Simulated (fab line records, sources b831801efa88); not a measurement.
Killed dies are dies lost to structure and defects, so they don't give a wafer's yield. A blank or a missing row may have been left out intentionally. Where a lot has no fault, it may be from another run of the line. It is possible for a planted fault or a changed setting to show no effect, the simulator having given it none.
Struck lot and sound lot, side by side -- flow gf180mcu -- 21 steps out of a route of 602
Sound: the wafers L472.1, L472.2, L472.5. Struck: wafers L481.1, L481.4, L481.5. The cause is named last.
Per side, at each step with rows, come the tool, then ch with its chambers, and then its first start. Under that, the readings that differ: sound wafers -- struck wafers -- difference of the means -- sigmas: that difference in standard deviations of wafers without a fault.
alike: words and numbers the same on both sides, and readings whose means are apart by under 2 such deviations; not compared: readings that were withheld, readings missing a value for some wafer, numbers with overlapping values and no deviation given by the record, and bounds like >300 which may hide the same value.
Wherever a step has rows on one side only, a row that says differs or no value, or a row with sigmas, the two part there. Non-overlapping numbers with no deviation appear without sigmas and do not part them. Lack of a reading on every wafer of one side parts them only where that side has two or more wafers.

first, 2 steps without rows for these wafers: GF_M5_CLEAN_13 (cleans in DIW); GF_V5_CVD_00 (deposits SiO2, target thk 300 nm, time 50 s).
GF_V5_THK_MEAS_01:
  sound on film_metro-03, day 27 04:22; struck on film_metro-02, day 30 17:49
  alike: V5_CVD_00_THK
GF_V5_CVD_02: deposits SiO2 from TEOS, target thk 1450 nm, time 163.28 s.
  sound on pecvd-04 ch 1,2, day 27 04:26; struck on pecvd-01 ch 1,2, day 30 17:53
  alike: heater_power_outer_w, heater_power_w
GF_V5_THK_MEAS_03:
  sound on film_metro-02, day 27 04:32; struck on film_metro-02, day 30 17:59
  alike: V5_CVD_02_THK
GF_V5_CMP_04: polishes SiO2.
  sound on cmp-01 ch 1,2, day 27 04:36; struck on cmp-02 ch 2,3, day 30 18:03
  alike: motor_current_A
GF_V5_BOW_MEAS_05:
  sound on film_metro-04, day 27 04:54; struck on film_metro-04, day 30 18:21
  alike: V5_BOW
then, 5 steps without rows for these wafers: GF_V5_DEHYDRATE_06 (time 60 s); GF_V5_HMDS_07 (prime time 60 s); GF_V5_COAT_08; GF_V5_COAT_09 (resist thk 1000 nm); GF_V5_SOFTBAKE_10 (time 60 s).
GF_V5_EXPOSE_11: exposes mask Via5, target cd 260 nm.
  sound on krf_scanner-02 ch 0, day 27 15:08; struck on krf_scanner-02 ch 0, day 31 03:41
reading,sound,struck,difference,sigmas
exposure_dose_mJ_cm2,38.04 38.03 38.11,39.12 39.09 39.07,+1.03,+27
  alike: mask
then, 2 steps without rows for these wafers: GF_V5_PEB_12 (peb time 90 s); GF_V5_DEVELOP_13 (develop time 60 s).
GF_V5_CD_MEAS_14: target cd 260 nm.
  sound on cd_sem-01, day 28 01:19; struck on cd_sem-02, day 31 12:25
reading,sound,struck,difference,sigmas
cd_nm (nm),259.2 258.7 258.8,264.9 265.1 263.9,+5.7,+6
GF_V5_OVL_MEAS_15:
  sound on overlay-02, day 28 01:26; struck on overlay-01, day 31 12:32
  alike: V5_OVL
GF_V5_ETCH_16: etches BARC in N2/H2.
  sound on rie_diel-02 ch 1,3, day 28 01:28; struck on rie_diel-01 ch 0,3, day 31 12:34
reading,sound,struck,difference,sigmas
model.V5.cd_nm (nm),259.8 259.3 259,263.8 264.4 263.8,+4.6,
  alike: bias_w, drypump_motor_current_A, oes_product_au, throttle_valve_pct
GF_V5_ETCH_17: etches SiO2 in C4F8/O2/Ar, stops on TiN, target depth 855 nm.
  sound: rie_diel-02 ch 1,3; struck: rie_diel-01 ch 0,3
reading,sound,struck,difference,sigmas
model.V5.cd_nm (nm),259.5 259.3 259,263.8 264.6 263.8,+4.8,
  alike: bias_w, oes_product_au
GF_V5_STRIP_18: strips in O2/N2.
  sound on plasma_asher-01 ch 0,1, day 28 01:37; struck on plasma_asher-03 ch 0,1, day 31 12:43
  alike: drypump_motor_current_A, heater_power_w, oes_product_au
  not compared: rf_hours_counter_h
GF_PASSIVATION_PROBE_99:
  rows exist in the record for the sound wafers here (prober-02, day 29 20:00), none for the struck ones

WHERE THEY PART
Earliest at GF_V5_EXPOSE_11; latest, in this record, at GF_PASSIVATION_PROBE_99.

WHY: the cause the simulator had injected
Process parameter drift: krf_scanner-02, from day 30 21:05 on, at GF_V5_EXPOSE_11. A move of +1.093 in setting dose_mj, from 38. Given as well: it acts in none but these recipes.
